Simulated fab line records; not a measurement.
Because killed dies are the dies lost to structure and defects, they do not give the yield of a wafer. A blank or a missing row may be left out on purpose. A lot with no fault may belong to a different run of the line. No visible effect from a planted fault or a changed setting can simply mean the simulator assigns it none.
Which tool is to blame? ; flow sky130 ; 33 wafers from 11 lots sampled at 6 of the route's 708 steps

## WHAT EACH GAUGE READ, for each wafer
SKY_LI_CONTACT_THK_MEAS_01.
lot;measured;on;LI_CONTACT_HDPCVD_THK (nm)
L643;day 28 17:58;film-metro-01;931 932 928
L646;day 29 19:26;film-metro-01;929 945 927
L644;day 29 21:35;film-metro-03;939 924 938
L645;day 29 22:03;film-metro-01;929 945 930
L648;day 30 12:59;film-metro-01;929 932 931
L649;day 30 19:05;film-metro-04;923 924 928
L650;day 31 01:39;film-metro-04;924 924 916
L655;day 32 15:01;film-metro-04;940 940 931
L658;day 33 19:26;film-metro-03;729 917 918 730 917 918
L661;day 34 18:37;film-metro-01;940 933 950
L664;day 35 19:04;film-metro-03;939 932 925

SKY_VIA2_OVL_MEAS_13.
lot;measured;on;VIA2_OVL (nm)
L643;day 37 01:33;overlay-02;-9 -5 -9
L646;day 38 00:53;overlay-02;-4 -2 2
L644;day 38 01:50;overlay-02;3 -1 -8
L645;day 38 03:16;overlay-02;4 6 3
L648;day 38 17:41;overlay-02;-1 5 4
L649;day 38 21:09;overlay-02;-1 6 3
L650;day 39 05:41;overlay-02;0 8 1
L655;day 40 15:03;overlay-02;-1 5 2
L658;day 41 17:06;overlay-01;3 3 6
L661;day 42 12:25;overlay-02;3 2 3
L664;day 43 11:16;overlay-01;-2 2 1

## TOOL THAT RAN EACH LOT (tool first, then ch and the chambers of the sampled wafers, then the start)
lot;SKY_LI_CONTACT_HDPCVD_00;SKY_LI_CONTACT_CMP_02;SKY_CONTACT_CVD_24;SKY_VIA1_CMP_02
L643;hdpcvd-01 ch 1,2, day 28 17:52;cmp-01 ch 1,3, day 28 18:04;cvd-w-02 ch 0,1, day 32 10:07;cmp-01 ch 0,3, day 33 14:42
L646;hdpcvd-02 ch 0,1,2, day 29 19:20;cmp-01 ch 0,1,2, day 29 19:30;cvd-w-01 ch 0,1, day 33 09:28;cmp-02 ch 0,2,3, day 34 14:34
L644;hdpcvd-02 ch 0,2, day 29 21:29;cmp-01 ch 0,1, day 29 21:39;cvd-w-01 ch 0,1, day 33 11:55;cmp-02 ch 1,2,3, day 34 16:41
L645;hdpcvd-01 ch 1,2, day 29 21:55;cmp-02 ch 0,1,2, day 29 22:08;cvd-w-02 ch 0,1, day 33 12:20;cmp-01 ch 0,1,3, day 34 17:07
L648;hdpcvd-01 ch 0,2, day 30 12:53;cmp-01 ch 0,1, day 30 13:03;cvd-w-02 ch 0, day 34 03:01;cmp-02 ch 1,2, day 35 08:04
L649;hdpcvd-02 ch 0,1, day 30 18:58;cmp-02 ch 2,3, day 30 19:08;cvd-w-01 ch 0,1, day 34 07:58;cmp-01 ch 1,2,3, day 35 11:55
L650;hdpcvd-01 ch 0,2, day 31 01:33;cmp-02 ch 0,2,3, day 31 01:43;cvd-w-02 ch 0,1, day 34 15:25;cmp-01 ch 0,1,2, day 35 19:58
L655;hdpcvd-01 ch 0,1,2, day 32 14:55;cmp-02 ch 1,3, day 32 15:05;cvd-w-02 ch 0,1, day 36 02:19;cmp-01 ch 0,1,2, day 37 06:13
L658;hdpcvd-01 ch 0,1, day 33 19:20;cmp-01 ch 0,1,2, day 33 22:59;cvd-w-01 ch 0,1, day 37 06:26;cmp-02 ch 1,2, day 38 11:01
L661;hdpcvd-02 ch 0,2, day 34 18:29;cmp-01 ch 1,2,3, day 34 18:39;cvd-w-02 ch 0,1, day 38 04:37;cmp-01 ch 0,2, day 39 08:04
L664;hdpcvd-02 ch 0,2, day 35 18:57;cmp-01 ch 0,2,3, day 35 19:07;cvd-w-01 ch 0,1, day 39 05:07;cmp-01 ch 0,1,3, day 40 07:38
- SKY_LI_CONTACT_HDPCVD_00: deposits PSG, target thk 930 nm, time 155 s.
- SKY_LI_CONTACT_CMP_02: polishes PSG.
- SKY_CONTACT_CVD_24: deposits W, target thk 340 nm, time 102.12 s.
- SKY_VIA1_CMP_02: polishes SiO2.

## AS READ BY THE TOOLS THEMSELVES (means over the sampled wafers that have a number; for cases with no such wafer, the mark the record gives instead)
SKY_LI_CONTACT_HDPCVD_00.
lot;tool;pressure-mtorr (mTorr);susceptor-temp-C (C)
L643;hdpcvd-01;5.987;599.93
L646;hdpcvd-02;6.004;600.04
L644;hdpcvd-02;6.001;599.93
L645;hdpcvd-01;5.998;599.84
L648;hdpcvd-01;6.000;599.75
L649;hdpcvd-02;5.997;599.95
L650;hdpcvd-01;6.008;600.14
L655;hdpcvd-01;6.004;600.28
L658;hdpcvd-01;6.000;600.28
L661;hdpcvd-02;6.016;600.04
L664;hdpcvd-02;6.004;599.98

SKY_LI_CONTACT_CMP_02.
lot;tool;motor-current-A (A);platen-rpm (rpm);time-to-endpoint-s (s)
L643;cmp-01;11.8;60.00;34.6
L646;cmp-01;12.8;59.97;34.4
L644;cmp-01;11.7;59.98;30.8
L645;cmp-02;12.5;60.00;36.1
L648;cmp-01;11.9;59.97;34.8
L649;cmp-02;11.5;60.00;34.1
L650;cmp-02;12.1;59.98;34.1
L655;cmp-02;11.7;59.97;37.9
L658;cmp-01;12.7;59.96;29.9
L661;cmp-01;12.0;60.04;38.3
L664;cmp-01;12.7;60.02;34.8

SKY_CONTACT_CVD_24.
lot;tool;heater-power-w (W);susceptor-temp-C (C)
L643;cvd-w-02;930;399.90
L646;cvd-w-01;769;400.24
L644;cvd-w-01;759;400.05
L645;cvd-w-02;921;399.92
L648;cvd-w-02;910;400.01
L649;cvd-w-01;765;400.16
L650;cvd-w-02;927;400.01
L655;cvd-w-02;928;399.88
L658;cvd-w-01;767;400.13
L661;cvd-w-02;950;399.91
L664;cvd-w-01;765;400.16

SKY_VIA1_CMP_02.
lot;tool;motor-current-A (A);platen-rpm (rpm)
L643;cmp-01;11.9;60.02
L646;cmp-02;12.2;60.02
L644;cmp-02;11.2;60.00
L645;cmp-01;11.6;60.00
L648;cmp-02;12.2;59.99
L649;cmp-01;12.3;60.02
L650;cmp-01;12.2;60.02
L655;cmp-01;12.5;59.99
L658;cmp-02;12.2;60.02
L661;cmp-01;12.4;59.97
L664;cmp-01;11.8;60.03

## THE ANSWER, worked out from the rows above alone
Rule: the usual values come from the lots themselves. The widest of any qualifying gaps counts: lots, ordered by their means at a reading, are off when they make up no more than a third of the lots, leave a main group of 4 or more, and stand apart from it by 3 or more times the standard deviation of that group's means. If all means in a main group match to the digits the tables above print for the reading, that group is not used. Also off: a lot with no number at a reading for which 4 or more lots have one. Where the step has rows for the other lots, those lots are counted as sound. Order of review: gauges by route order, followed by the tools' own readings, for which a lot's mean as printed above is used. The first step at which some lot is off is used, and at that step the reading that is off furthest; a lot without a number counts as furthest.
Off: L658, seen at SKY_LI_CONTACT_THK_MEAS_01 (LI_CONTACT_HDPCVD_THK). The main group has a mean of 932 nm with a standard deviation of 5.3.
If a tool, at a process step before that reading, ran all the lots that are off and no sound lot after the first of them, it fits. Gauges at SKY_LI_CONTACT_THK_MEAS_01: tried the same way as those tools. One fits: SKY_LI_CONTACT_HDPCVD_00 on hdpcvd-01. Its last sound lot is L655 (day 32 14:55), its first lot that is off L658 (day 33 19:20): a fault that began between those two fits.

## WHAT THE SIMULATOR PUT IN
hdpcvd-01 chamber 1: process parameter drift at SKY_LI_CONTACT_HDPCVD_00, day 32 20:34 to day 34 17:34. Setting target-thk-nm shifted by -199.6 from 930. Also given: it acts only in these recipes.
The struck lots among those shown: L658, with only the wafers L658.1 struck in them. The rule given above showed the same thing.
